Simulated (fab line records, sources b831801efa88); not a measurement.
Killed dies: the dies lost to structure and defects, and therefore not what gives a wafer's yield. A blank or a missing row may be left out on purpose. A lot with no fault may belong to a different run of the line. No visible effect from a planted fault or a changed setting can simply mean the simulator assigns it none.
8D (eight disciplines) problem report, filled in by code :: flow sky130 :: the parts of the form that need people (team, actions taken, sign-off) are left out

1. THE ISSUE
spinSpeedRpm at SKY_POLY_GATE_COAT_07 reads a mean of 3149.4 rpm on 6 wafers of 2 lots; wafers without a fault read 2999.8 rpm with a standard deviation of 2.2. That is +68 standard deviations from the usual mean.
The step: resist thk 110 nm.
Seen first at day 21 05:46 on lithoTrack-03, wafer L684.2. The record holds 18 wafers of 6 lots with a number at this step. Rule for "out" (also "out of limits"): further than 4 standard deviations from the usual mean. All remaining wafers that have a number are taken as sound.

2. WHAT IT IS, AND WHAT IT ISN'T
question: which readings at this step
is: spinSpeedRpm
is not: -

question: which lots
is: L684, L687
is not: L672, L675, L686, L692

question: which wafers of those lots
is: all that have a number
is not: -

question: read on which tools
is: lithoTrack-03
is not: lithoTrack-01, lithoTrack-02

question: when
is: from day 21 05:46
is not: up to then (6 sound wafers); but 6 sound wafers of L686, L692 came after

3. WHAT RULES OUT EACH SUSPECT
Counting: a tool stays on the suspect list if, at a process step up to the reading, it processed all lots that are out and no sound lot following the first of them.
- lithoTrack-03 at SKY_POLY_GATE_COAT_07 (resist thk 110 nm): kept. It ran every lot that is out, first L684 (day 21 05:46), and no sound lot after that; its last sound lot up to then is L675 (day 18 09:08). Out on those wafers are its own readings of spinSpeedRpm.
After counting, what remains is lithoTrack-03 at SKY_POLY_GATE_COAT_07.

4. THE CAUSE (what the simulator had put in)
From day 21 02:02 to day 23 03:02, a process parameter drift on lithoTrack-03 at SKY_POLY_GATE_COAT_07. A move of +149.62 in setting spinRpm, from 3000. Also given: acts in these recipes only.
This tool alone remained once counting was done.

5. THE EFFECT CHAIN, in route order
Rows list readings where the struck wafers' mean (over those with a number) sits beyond 3 standard deviations from the usual. Readings are gone through only where the record gives a usual standard deviation; hours: the median, over the lots, of the time from a lot's start at the first step in this table giving one to that lot's start at this step; sigmas: the change measured in usual standard deviations.
hours: 0
step: SKY_POLY_GATE_COAT_07
reading: spinSpeedRpm
usual: 2999.8 rpm
on struck wafers: 3149.4
change: +149.6
sigmas: +68
Here are the process steps it includes:
- SKY_POLY_GATE_COAT_07: resist thk 110 nm.
At these later measuring or inspecting steps, every struck wafer for which the step has a row has a number for every such reading, and none has moved that far: SKY_POLY_GATE_CD_MEAS_13, SKY_POLY_GATE_OVL_MEAS_14.

6. WHAT WOULD HAVE CAUGHT IT SOONER
First out-of-limits reading in this record: day 21 05:46, which is 4 hours after fault onset at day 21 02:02.
